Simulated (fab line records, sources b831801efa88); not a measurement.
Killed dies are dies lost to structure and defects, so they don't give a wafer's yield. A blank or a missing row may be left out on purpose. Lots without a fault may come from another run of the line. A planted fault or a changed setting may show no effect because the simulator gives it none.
Problem report in the 8D (eight disciplines) form, filled by code | flow sfq_line | the parts of the form that need people (team, actions taken, sign-off) are left out

1. THE PROBLEM
M0_NB_RS at SFQ_M0_RS_MEAS_904 reads a mean of 0.938 ohm/sq on 4 wafers of 2 lots; wafers without a fault read 0.889 ohm/sq with a standard deviation of 0.0087. That is +5.6 standard deviations from the usual mean.
The step: measures by four-point-probe.
First seen on wafer L227.4, day 10 21:14, on film_metro-02. The record holds 18 wafers of 6 lots with a number at this step. Rule for "out", or "out of limits": more than 4 standard deviations from the usual mean. The other wafers with a number count as sound.

2. WHAT IT IS AND WHAT IT IS NOT
question                    | is                             | is not
which readings at this step | M0_NB_RS                       | -
which lots                  | L227, L229                     | L224, L225, L235, L241
which wafers of those lots  | L227.4, L227.6, L229.3, L229.5 | L227.2, L229.6
read on which gauges        | film_metro-02, film_metro-04   | film_metro-01
when                        | from day 10 21:14              | up to then (7 sound wafers); but 7 sound wafers of L229, L235, L241 came after

3. SUSPECTS, AND WHAT RULES EACH OUT
Counting: a tool at a process step up to the reading stays a suspect if it ran every lot that is out. Sound lots after the first of them don't rule it out here, since some wafers of a struck lot are sound.
- the gauge at SFQ_M0_RS_MEAS_904: ruled out. The wafers that are out were read on 2 gauges (film_metro-02, film_metro-04).
- pvd_sputter-06 at SFQ_TRILAYER_M0_DEP_SPUTTER_019 (material Nb, target thk 200 nm, time 133.3 s): kept. It ran every lot that is out, first L227 (day 10 21:07); its last sound lot up to then is L224 (day 10 00:54).
Left after counting: pvd_sputter-06 at SFQ_TRILAYER_M0_DEP_SPUTTER_019.

4. THE CAUSE (what the simulator had put in)
Process parameter drift: pvd_sputter-06, from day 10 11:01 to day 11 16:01, at SFQ_TRILAYER_M0_DEP_SPUTTER_019. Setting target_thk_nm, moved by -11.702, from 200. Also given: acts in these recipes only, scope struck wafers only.
Counting left only this tool.

5. THE CHAIN OF EFFECTS, in route order
Each row: a reading whose mean over the struck wafers that have a number lies more than 3 standard deviations from the usual. Only readings for which the record gives a usual standard deviation are gone through. hours: the time from each lot's start at the first step in this table that gives one to its start at this step, as a median over the lots. sigmas: the change in usual standard deviations.
hours | step                                | reading        | usual        | on struck wafers | change | sigmas
0     | SFQ_M0_RS_MEAS_904                  | M0_NB_RS       | 0.889 ohm/sq | 0.938            | +0.048 | +5.6
106   | SFQ_TRILAYER_M0_ETCH_METAL_ETCH_024 | oes_product_au | 0.894 a.u.   | 0.870            | -0.024 | -3.5
The process steps in it:
- SFQ_TRILAYER_M0_ETCH_METAL_ETCH_024: etches Nb in Cl2/Ar, stops on SiO2, target depth 240 nm, time 120 s.
Later measuring or inspecting steps at which every struck wafer that the step has a row for has a number for every such reading, and none has moved that far: SFQ_M0_OVL_MEAS_906, SFQ_I0_BOW_MEAS_907, SFQ_I0_OVL_MEAS_908, SFQ_M8_BOW_MEAS_951.

6. WHAT WOULD HAVE CAUGHT IT SOONER
In this record the first reading out of limits at a measuring or inspecting step was taken at day 10 21:14, 10 hours after the fault began at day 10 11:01.
Of the tool readings at SFQ_TRILAYER_M0_DEP_SPUTTER_019 for which the record gives a usual standard deviation, none was out on any struck wafer, so an alarm limit of 4 standard deviations on them would not have fired.
Of the lots that are out (2), L229 began SFQ_TRILAYER_M0_DEP_SPUTTER_019 on pvd_sputter-06 after day 10 21:14. A hold on the tool at that time would have spared it.
